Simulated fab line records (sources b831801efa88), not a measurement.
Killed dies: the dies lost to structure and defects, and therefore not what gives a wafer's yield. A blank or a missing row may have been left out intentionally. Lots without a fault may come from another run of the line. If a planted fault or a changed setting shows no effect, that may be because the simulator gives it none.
The tool behind it: which one? | flow sky130 | 12 lots with 36 wafers sampled at 5 steps, on a route of 708 steps

== WHAT THE GAUGES SHOWED, per wafer ==
SKY_FIELD_ISO_BOW_MEAS_00.
lot  | measured    | on            | INCOMING_BOW (um)
L668 | day 1 15:01 | film_metro-03 | 5 -6 -5
L669 | day 1 20:00 | film_metro-01 | -8 2 4
L671 | day 2 06:00 | film_metro-01 | 7 -5 -1
L672 | day 2 11:00 | film_metro-03 | -13 -3 -9
L674 | day 2 21:01 | film_metro-03 | 5 -8 -7
L676 | day 3 07:00 | film_metro-01 | -1 6 3
L677 | day 3 12:00 | film_metro-04 | 6 -5 -5
L678 | day 3 17:00 | film_metro-01 | 0 -5 7
L679 | day 3 22:00 | film_metro-04 | -5 -8 -6
L687 | day 5 14:02 | film_metro-03 | -14 8 -1
L688 | day 5 19:00 | film_metro-01 | -5 5 6
L689 | day 6 00:01 | film_metro-03 | 3 4 1

SKY_VT_ADJUST_HVTP_CD_MEAS_07: the cd target is 380 nm.
lot  | measured     | on        | cd_nm (nm)
L668 | day 6 09:43  | cd_sem-01 | 378.7 379.0 378.0
L669 | day 6 14:23  | cd_sem-01 | 381.0 379.0 379.9
L671 | day 7 06:37  | cd_sem-02 | 381.7 380.2 380.8
L672 | day 7 12:37  | cd_sem-02 | 376.8 378.2 375.9
L674 | day 8 01:56  | cd_sem-02 | 384.2 382.0 381.5
L676 | day 8 09:07  | cd_sem-01 | 381.1 377.8 382.1
L677 | day 8 18:02  | cd_sem-01 | 379.6 379.1 381.2
L678 | day 9 00:43  | cd_sem-01 | 378.6 378.9 380.8
L679 | day 9 08:04  | cd_sem-01 | 380.4 380.7 378.6
L687 | day 11 10:52 | cd_sem-02 | 386.9 385.6 387.8
L688 | day 11 15:56 | cd_sem-02 | 382.6 382.3 383.3
L689 | day 12 01:14 | cd_sem-02 | 387.0 388.9 388.1

SKY_VT_ADJUST_LVTN_TW_MEAS_21.
lot  | measured     | on            | VT_ADJUST_LVTN_2_TW
L668 | day 8 00:58  | film_metro-03 | 187.4 187.7 188.5
L669 | day 8 05:51  | film_metro-01 | 187.8 185.8 187.4
L671 | day 9 00:42  | film_metro-02 | 184.4 184.7 185.3
L672 | day 9 06:39  | film_metro-02 | 183.9 183.3 185.1
L674 | day 9 23:08  | film_metro-03 | 188.1 187.2 189.2
L676 | day 10 05:45 | film_metro-01 | 185.6 185.4 187.2
L677 | day 10 16:03 | film_metro-02 | 185.8 186.1 186.6
L678 | day 10 22:56 | film_metro-03 | 187.5 186.9 187.7
L679 | day 11 06:23 | film_metro-03 | 188.1 188.5 188.8
L687 | day 13 12:21 | film_metro-02 | 187.6 187.3 186.5
L688 | day 13 18:30 | film_metro-02 | 187.9 187.2 186.9
L689 | day 14 03:59 | film_metro-01 | 186.2 186.0 186.1

== WHICH TOOL RAN EACH LOT (tool, then ch and the chambers of the sampled wafers, then the start) ==
lot  | SKY_PWDE_STRIP_09                   | SKY_VT_ADJUST_HVTP_EXPOSE_04
L668 | plasma_asher-04 ch 0,1, day 4 02:07 | iline_stepper-01 ch 0, day 6 00:12
L669 | plasma_asher-02 ch 0,1, day 4 07:25 | iline_stepper-01 ch 0, day 6 05:32
L671 | plasma_asher-02 ch 0,1, day 4 20:30 | iline_stepper-01 ch 0, day 6 20:56
L672 | plasma_asher-02 ch 0,1, day 5 02:04 | iline_stepper-01 ch 0, day 7 02:46
L674 | plasma_asher-03 ch 0,1, day 5 15:06 | iline_stepper-01 ch 0, day 7 16:08
L676 | plasma_asher-03 ch 0,1, day 5 22:03 | iline_stepper-02 ch 0, day 7 23:56
L677 | plasma_asher-03 ch 0,1, day 6 04:36 | iline_stepper-02 ch 0, day 8 07:29
L678 | plasma_asher-03 ch 0,1, day 6 10:49 | iline_stepper-02 ch 0, day 8 14:28
L679 | plasma_asher-03 ch 1, day 6 17:34   | iline_stepper-02 ch 0, day 8 21:14
L687 | plasma_asher-02 ch 0,1, day 8 14:16 | iline_stepper-01 ch 0, day 10 22:53
L688 | plasma_asher-02 ch 0,1, day 8 18:34 | iline_stepper-02 ch 0, day 11 04:35
L689 | plasma_asher-03 ch 1, day 9 02:39   | iline_stepper-01 ch 0, day 11 13:38
- SKY_PWDE_STRIP_09: strips in O2/N2.
- SKY_VT_ADJUST_HVTP_EXPOSE_04: exposes mask HVTPM, target cd 380 nm.

== WHAT THE TOOLS THEMSELVES READ (means of the sampled wafers that have a number; where no wafer has one, the mark that the record gives instead) ==
SKY_PWDE_STRIP_09.
lot  | tool            | chamber_pressure_mTorr (mTorr) | drypump_motor_current_A (A) | oes_product_au (a.u.) | strip_time_to_endpoint_s (s)
L668 | plasma_asher-04 | 1500.7                         | 5.6                         | 0.723                 | 36.83
L669 | plasma_asher-02 | 1500.7                         | 6.1                         | 0.720                 | 36.73
L671 | plasma_asher-02 | 1499.7                         | 6.1                         | 0.719                 | 37.02
L672 | plasma_asher-02 | 1500.7                         | 6.1                         | 0.719                 | 36.94
L674 | plasma_asher-03 | 1499.4                         | 5.4                         | 0.725                 | 37.18
L676 | plasma_asher-03 | 1498.2                         | 5.4                         | 0.723                 | 36.87
L677 | plasma_asher-03 | 1499.2                         | 5.4                         | 0.723                 | 36.80
L678 | plasma_asher-03 | 1499.7                         | 5.4                         | 0.726                 | 37.09
L679 | plasma_asher-03 | 1499.1                         | 5.4                         | 0.721                 | 36.87
L687 | plasma_asher-02 | 1499.8                         | 6.2                         | 0.720                 | 37.01
L688 | plasma_asher-02 | 1499.6                         | 6.2                         | 0.725                 | 36.99
L689 | plasma_asher-03 | 1501.9                         | 5.4                         | 0.721                 | 36.82

SKY_VT_ADJUST_HVTP_EXPOSE_04.
lot  | tool             | exposure_dose_mJ_cm2
L668 | iline_stepper-01 | 139.92
L669 | iline_stepper-01 | 140.13
L671 | iline_stepper-01 | 140.12
L672 | iline_stepper-01 | 140.02
L674 | iline_stepper-01 | 139.97
L676 | iline_stepper-02 | 139.72
L677 | iline_stepper-02 | 139.99
L678 | iline_stepper-02 | 139.94
L679 | iline_stepper-02 | 140.02
L687 | iline_stepper-01 | 142.97
L688 | iline_stepper-02 | 140.13
L689 | iline_stepper-01 | 142.12

== THE ANSWER, worked out from the rows above alone ==
Rule: the usual values come from the lots themselves. Put in order of their means at a reading, lots are off if they are a third of the lots or fewer, leave a main group of 4 or more, and stand apart from it by a gap of 3 or more times the standard deviation of the main group's means; of several such gaps the widest counts. A main group is skipped when, at the precision printed for the reading in the tables above, its means are all equal. Also off: a lot with no number at a reading for which 4 or more lots have one. Where the step has rows for the other lots, those lots are counted as sound. The gauges are gone through in route order, then the tools' own readings, and for those a lot's mean is taken as printed above. The first step at which some lot is off is used, and at that step the reading that is off furthest; a lot without a number counts as furthest.
Off at SKY_VT_ADJUST_HVTP_EXPOSE_04 (exposure_dose_mJ_cm2): L687, L689. For the main group the mean is 140.00 and the standard deviation 0.12.
If a tool, at that step or one of the process steps before it, ran each lot that is off and ran no sound lot following the first of them, it fits. One fits: iline_stepper-01 at SKY_VT_ADJUST_HVTP_EXPOSE_04. A fault onset in the window from L674 (day 7 16:08, its last sound lot) to L687 (day 10 22:53, its first lot off) fits.
The tool's own readings at SKY_VT_ADJUST_HVTP_EXPOSE_04 bear it out: on the lots that are off they differ by more than 5 times the standard deviation of the sound lots' means. exposure_dose_mJ_cm2 reads 142.55 there against 140.00 on the sound lots.

== WHAT THE SIMULATOR HAD INSERTED ==
Process parameters drifting: iline_stepper-01 at SKY_VT_ADJUST_HVTP_EXPOSE_04, beginning at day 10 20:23. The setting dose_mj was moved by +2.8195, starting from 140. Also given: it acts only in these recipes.
Struck lots among those shown: L687, L689. The rule above found the same.
